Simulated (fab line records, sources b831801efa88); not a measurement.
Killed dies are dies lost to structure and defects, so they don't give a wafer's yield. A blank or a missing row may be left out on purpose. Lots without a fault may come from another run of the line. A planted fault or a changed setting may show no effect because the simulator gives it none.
fab line records | flow gf180mcu
record lots=12 wafers=36 last_day=34
route steps=602 shown DUAL_GATE@154 POLY_GATE@169 HV_LDD@197
lots that met no fault: from a run of the same line without faults
start_h: hours from the record's first day to the start of the lot's first wafer shown | wait_h: hours since the lot's step before | " the same as in the row above | L1.1+2: a row that stands for several wafers | - no value, or no start given | * or withheld: withheld | < > ~ a bound
route shown NAME@n: a module of which the file shows steps, and the number in the route of the first | usual: mean/standard deviation of fault-free wafers | same: alike in all rows | chamber/n: place in a boat | sites: the reading at each site | _std_site: their standard deviation | _edge_site: outer sites' mean less inner sites' | radius_mm: how far each site lies from the wafer's centre | mask NAME#n: copy n | behind: the tool/chamber that last shaped the wafer | hold: why the lot was held/for how many hours/how that ended | device: the transistor (n, p or np) that didn't switch | end of line: the same wafers' tests at the end of the route | a step without rows: its recipe alone | killed: dies lost to structure and defects at the first sort, not the wafer's yield | map: a wafer's dies, x killed, . not, _ none there
set.NAME: the setting as run; set.NAME@STEP: as run at that earlier step | model.NAME: the simulator's own value behind a step, which no gauge read
steps of the route over a sample of lots; a table a step, a row a wafer
services: from which hour (start_h, from the record's first day; less than 0 if before it) a tool's chamber was out of use, for how many hours, and why
## steps
# step GF_DUAL_GATE_STRIP_13
# recipe chemistry=O2/N2 power_w=1400 pressure_mtorr=1500 platen_temp_c=250 o2_flow_sccm=3000 n2_flow_sccm=300 overash_fraction=0.5
# usual drypump_motor_current_A=5.4/0.38 heater_power_w=327/23 oes_product_au=0.716/0.0047 platen_temp_c=250.01/0.17 strip_time_to_endpoint_s=12.62/0.038
# columns lot.wafer tool chamber start_h wait_h drypump_motor_current_A heater_power_w oes_product_au platen_temp_c rf_hours_counter_h strip_time_to_endpoint_s
L283.2 plasma_asher-03 0 210.04 0.0 5.2 341 0.714 250.19 55 12.61
L283.5 " 1 " " 5.7 333 0.708 249.89 - 12.60
L283.6 " 0 " " 5.1 345 0.721 250.15 - 12.62
L285.4 plasma_asher-02 0 226.51 0.0 5.5 278 0.721 250.00 - 12.67
L285.5 " 0 " " 5.5 283 0.712 250.01 - 12.63
L285.6 " 1 " " 4.9 359 0.717 249.94 - 12.65
L287.1 plasma_asher-01 0 241.05 0.0 5.2 320 0.715 249.71 58 12.62
L287.3 " 0 " " 5.3 314 0.703 249.84 - 12.66
L287.6 " 0 " " 5.2 313 0.717 249.94 - 12.60
L288.1 plasma_asher-01 0 246.03 0.0 5.2 327 0.723 250.10 59 12.66
L288.5 " 0 " " 5.2 319 0.717 250.18 - 12.65
L288.6 " 1 " " 6.1 311 0.716 249.81 - 12.63
L289.3 plasma_asher-03 0 249.17 0.0 5.1 353 0.716 249.79 - 12.63
L289.5 " 1 " " 5.7 330 0.723 250.10 - 12.63
L289.6 " 0 " " 5.1 348 0.720 249.74 - 12.65
L290.1 plasma_asher-01 1 256.44 0.0 6.0 315 0.718 249.90 60 12.69
L290.2 " 0 " " 5.2 320 0.714 249.81 60 12.68
L290.6 " 0 " " 5.3 322 0.717 249.98 - 12.65
L291.3 plasma_asher-02 1 264.07 0.0 4.9 356 0.706 250.08 - 12.62
L291.4 " 0 " " 5.4 289 0.717 249.98 - 12.60
L291.5 " 0 " " 5.5 281 0.720 249.99 - 12.60
L292.3 plasma_asher-03 1 280.46 0.0 5.7 341 0.713 250.27 - 12.61
L292.5 " 0 " " 5.1 346 0.717 250.14 - 12.59
L292.6 " 1 " " 5.7 337 0.719 250.02 - 12.64
L293.2 plasma_asher-01 0 287.39 0.0 5.3 323 0.715 249.71 63 12.67
L293.3 " 1 " " 6.1 316 0.720 250.13 - 12.63
L293.5 " 0 " " 5.2 319 0.725 249.94 - 12.61
L294.1 plasma_asher-02 0 290.49 0.0 5.5 288 0.716 250.20 18 12.64
L294.2 " 1 " " 4.9 360 0.712 250.18 18 12.62
L294.3 " 0 " " 5.5 282 0.713 249.91 - 12.62
L295.2 plasma_asher-03 0 294.44 0.0 5.1 352 0.710 250.04 64 12.62
L295.5 " 1 " " 5.7 333 0.716 249.83 - 12.65
L295.6 " 0 " " 5.1 341 0.716 249.96 - 12.59
L299.1 plasma_asher-03 0 329.13 0.0 5.1 341 0.717 250.16 67 12.58
L299.4 " 1 " " 5.7 335 0.718 250.17 - 12.57
L299.5 " 0 " " 5.1 354 0.713 250.08 - 12.58
# step GF_POLY_GATE_ETCH_12
# recipe chemistry=N2/H2 target_depth_a=withheld overetch_a=withheld time_s=withheld target=BARC ion_energy_ev=200 source_w=500 bias_w=100 pressure_mtorr=30 n2_flow_sccm=100 h2_flow_sccm=200
# usual drypump_motor_current_A=5.7/0.56 oes_product_au=0.735/0.0044 throttle_valve_pct=13.214/0.0095
# columns lot.wafer tool chamber start_h wait_h drypump_motor_current_A oes_product_au throttle_valve_pct
L283.2 rie_diel-02 3 231.39 0.0 6.1 0.729 13.215
L283.5 " 3 " " 6.1 0.734 13.205
L283.6 " 2 " " 5.0 0.731 13.221
L285.4 rie_diel-02 2 248.49 0.0 5.0 0.739 13.210
L285.5 " 1 " " 5.7 0.739 13.217
L285.6 " 2 " " 5.0 0.736 13.220
L287.1 rie_diel-03 2 263.83 0.0 5.7 0.725 13.213
L287.3 " 1 " " 5.5 0.738 13.202
L287.6 " 0 " " 6.4 0.736 13.204
L288.1 rie_diel-02 0 267.68 0.0 5.8 0.727 13.199
L288.5 " 0 " " 5.8 0.733 13.217
L288.6 " 1 " " 5.6 0.733 13.216
L289.3 rie_diel-02 0 271.73 0.0 5.8 0.733 13.195
L289.5 " 3 " " 6.1 0.733 13.220
L289.6 " 2 " " 5.0 0.732 13.201
L290.1 rie_diel-02 1 280.03 0.0 5.6 0.739 13.221
L290.2 " 3 " " 6.1 0.738 13.208
L290.6 " 2 " " 5.0 0.734 13.222
L291.3 rie_diel-03 2 286.78 0.0 5.7 0.733 13.216
L291.4 " 1 " " 5.5 0.733 13.210
L291.5 " 2 " " 5.7 0.736 13.204
L292.3 rie_diel-01 2 306.72 0.0 6.5 0.737 13.203
L292.5 " 2 " " 6.6 0.734 13.216
L292.6 " 3 " " 6.4 0.741 13.207
L293.2 rie_diel-03 3 311.33 0.0 4.7 0.739 13.203
L293.3 " 0 " " 6.4 0.730 13.197
L293.5 " 0 " " 6.4 0.735 13.215
L294.1 rie_diel-02 2 314.13 0.0 5.0 0.731 13.217
L294.2 " 3 " " 6.1 0.737 13.218
L294.3 " 0 " " 5.8 0.740 13.200
L295.2 rie_diel-02 0 317.63 0.0 5.8 0.742 13.200
L295.5 " 0 " " 5.8 0.739 13.223
L295.6 " 2 " " 5.0 0.731 13.206
L299.1 rie_diel-03 0 353.67 0.0 6.4 0.737 13.215
L299.4 " 2 " " 5.7 0.736 13.212
L299.5 " 1 " " 5.5 0.735 13.222
# step GF_HV_LDD_IMPLANT_21
# recipe species=BF2 energy_kev=25 dose_cm2=5e+13 tilt_deg=7
# usual dose_ions_cm2=5e+13/5.4e+10 faraday_current_uA=283/5.5
# columns lot.wafer tool chamber start_h wait_h dose_ions_cm2 faraday_current_uA
L283.2 implanter-04 0 271.49 0.0 5e+13 285
L283.5 " 0 " " 4.996e+13 282
L283.6 " 0 " " 5.003e+13 280
L285.4 implanter-04 0 289.59 0.1 4.994e+13 274
L285.5 " 0 " " 5.001e+13 278
L285.6 " 0 " " 5.003e+13 272
L287.1 implanter-04 0 305.27 0.0 4.999e+13 280
L287.3 " 0 " " 5.003e+13 274
L287.6 " 0 " " 4.999e+13 277
L288.1 implanter-04 0 310.52 0.0 4.999e+13 283
L288.5 " 0 " " 5.002e+13 270
L288.6 " 0 " " 4.999e+13 276
L289.3 implanter-01 0 313.40 0.1 4.999e+13 287
L289.5 " 0 " " 4.99e+13 281
L289.6 " 0 " " 4.998e+13 277
L290.1 implanter-04 0 323.62 0.0 4.999e+13 287
L290.2 " 0 " " 5.003e+13 273
L290.6 " 0 " " 5.004e+13 286
L291.3 implanter-04 0 329.52 0.1 5e+13 276
L291.4 " 0 " " 5.01e+13 281
L291.5 " 0 " " 5.007e+13 275
L292.3 implanter-04 0 351.82 0.1 2.718e+13 157
L292.5 " 0 " " 2.712e+13 150
L292.6 " 0 " " 2.719e+13 155
L293.2 implanter-04 0 356.05 0.0 2.731e+13 149
L293.3 " 0 " " 2.723e+13 154
L293.5 " 0 " " 2.728e+13 150
L294.1 implanter-01 0 359.02 0.0 4.992e+13 280
L294.2 " 0 " " 5.006e+13 293
L294.3 " 0 " " 5.001e+13 288
L295.2 implanter-01 0 363.45 0.0 5.004e+13 281
L295.5 " 0 " " 5.006e+13 278
L295.6 " 0 " " 5.003e+13 290
L299.1 implanter-01 0 400.76 0.0 4.994e+13 286
L299.4 " 0 " " 5.009e+13 284
L299.5 " 0 " " 4.999e+13 278
# step GF_HV_LDD_TW_MEAS_23
# usual HV_LDD_2_TW=1057/5.7
# columns lot.wafer tool chamber start_h wait_h HV_LDD_2_TW
L283.2 film_metro-01 - 271.72 0.1 1052
L283.5 " - " " 1050
L283.6 " - " " 1056
L285.4 film_metro-03 - 289.81 0.1 1058
L285.5 " - " " 1057
L285.6 " - " " 1051
L287.1 film_metro-01 - 305.52 0.1 1065
L287.3 " - " " 1066
L287.6 " - " " 1066
L288.1 film_metro-02 - 310.77 0.1 1065
L288.5 " - " " 1066
L288.6 " - " " 1063
L289.3 film_metro-03 - 313.62 0.1 1058
L289.5 " - " " 1050
L289.6 " - " " 1052
L290.1 film_metro-03 - 323.87 0.1 1048
L290.2 " - " " 1054
L290.6 " - " " 1052
L291.3 film_metro-01 - 329.74 0.1 1059
L291.4 " - " " 1065
L291.5 " - " " 1061
L292.3 film_metro-01 - 352.04 0.1 870
L292.5 " - " " 871
L292.6 " - " " 873
L293.2 film_metro-03 - 356.28 0.1 873
L293.3 " - " " 872
L293.5 " - " " 871
L294.1 film_metro-01 - 359.27 0.1 1057
L294.2 " - " " 1055
L294.3 " - " " 1059
L295.2 film_metro-03 - 363.68 0.1 1055
L295.5 " - " " 1057
L295.6 " - " " 1061
L299.1 film_metro-01 - 401.01 0.1 1057
L299.4 " - " " 1051
L299.5 " - " " 1057
# step GF_HV_LDD_CD_MEAS_46
# recipe target_cd_nm=400
# usual cd_nm=400.5/1.8
# columns lot.wafer tool chamber start_h wait_h cd_nm
L283.2 cd_sem-02 - 313.09 0.2 396.6
L283.5 " - " " 397.7
L283.6 " - " " 399.9
L285.4 cd_sem-01 - 331.33 0.1 400.2
L285.5 " - " " 398.6
L285.6 " - " " 401.2
L287.1 cd_sem-02 - 347.16 0.1 401.6
L287.3 " - " " 403.6
L287.6 " - " " 402.5
L288.1 cd_sem-01 - 353.67 0.1 401.8
L288.5 " - " " 400.9
L288.6 " - " " 399.9
L289.3 cd_sem-01 - 356.03 0.1 401.8
L289.5 " - " " 400.5
L289.6 " - " " 400.6
L290.1 cd_sem-01 - 367.36 0.1 400.8
L290.2 " - " " 400.0
L290.6 " - " " 400.3
L291.3 cd_sem-02 - 374.44 0.1 399.3
L291.4 " - " " 400.6
L291.5 " - " " 399.0
L292.3 cd_sem-02 - 397.86 0.1 400.1
L292.5 " - " " 402.8
L292.6 " - " " 402.3
L293.2 cd_sem-02 - 401.53 0.1 398.9
L293.3 " - " " 399.9
L293.5 " - " " 397.9
L294.1 cd_sem-01 - 404.36 0.1 401.9
L294.2 " - " " 403.9
L294.3 " - " " 403.4
L295.2 cd_sem-02 - 410.24 0.1 399.8
L295.5 " - " " 401.4
L295.6 " - " " 399.3
L299.1 cd_sem-02 - 449.86 0.1 402.0
L299.4 " - " " 400.7
L299.5 " - " " 402.8
## services
# columns tool chamber start_h hours kind
plasma_asher-02 - 192.34 2.3 repair
rie_diel-02 - 196.18 15.6 pm
rie_diel-01 0 204.60 8.3 repair
plasma_asher-01 - 219.10 9.4 repair
rie_diel-02 - 224.27 0.2 repair
rie_diel-01 1 243.30 4.7 repair
plasma_asher-02 - 245.63 2.0 repair
implanter-04 - 247.61 2.8 repair
plasma_asher-03 - 252.37 2.2 repair
plasma_asher-02 - 257.42 2.8 pm
rie_diel-01 - 258.08 28.1 pm
plasma_asher-02 - 261.00 2.2 repair
plasma_asher-03 - 268.13 1.6 repair
rie_diel-02 2 277.13 2.8 repair
rie_diel-03 1 290.02 3.7 repair
rie_diel-02 0 293.88 2.6 repair
plasma_asher-03 - 296.21 0.7 repair
rie_diel-03 2 307.09 12.2 repair
rie_diel-01 0 344.28 9.5 repair
rie_diel-03 0 354.51 2.3 repair
rie_diel-01 0 366.07 4.3 repair
rie_diel-03 1 375.97 10.1 repair
rie_diel-01 3 391.23 7.3 repair
rie_diel-01 2 395.33 4.1 repair
## key
first_sign step=GF_HV_LDD_IMPLANT_21 reading=dose_ions_cm2 direction=down sigmas=99+ usual=5e+13 struck=2.722e+13
effect step=GF_HV_LDD_IMPLANT_21 reading=faraday_current_uA direction=down sigmas=24 usual=283 struck=152
effect step=GF_HV_LDD_TW_MEAS_23 reading=HV_LDD_2_TW direction=down sigmas=32 usual=1057 struck=872
met_at GF_HV_LDD_IMPLANT_21
struck_lots L292,L293
tester_left_out L292,L293
not_acting_at GF_DUAL_GATE_STRIP_13,GF_POLY_GATE_ETCH_12,GF_HV_LDD_CD_MEAS_46
onset_between 329.52 351.82
fault kind=process_parameter_drift tool=implanter-04 chamber=- onset_h=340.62 steps=GF_HV_LDD_IMPLANT_21 channel=dose_cm2 offset=-2.2815e+13 shape=step end_h=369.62 acts_in=these_recipes_only stated=5e+13
# tester_left_out: of these lots the tester's yield and bins aren't shown, on N5 and GAA mostly nor the transistor test; their killed dies are dies lost to structure and defects alone, not to doping, threshold or leakage, so they don't give the yield
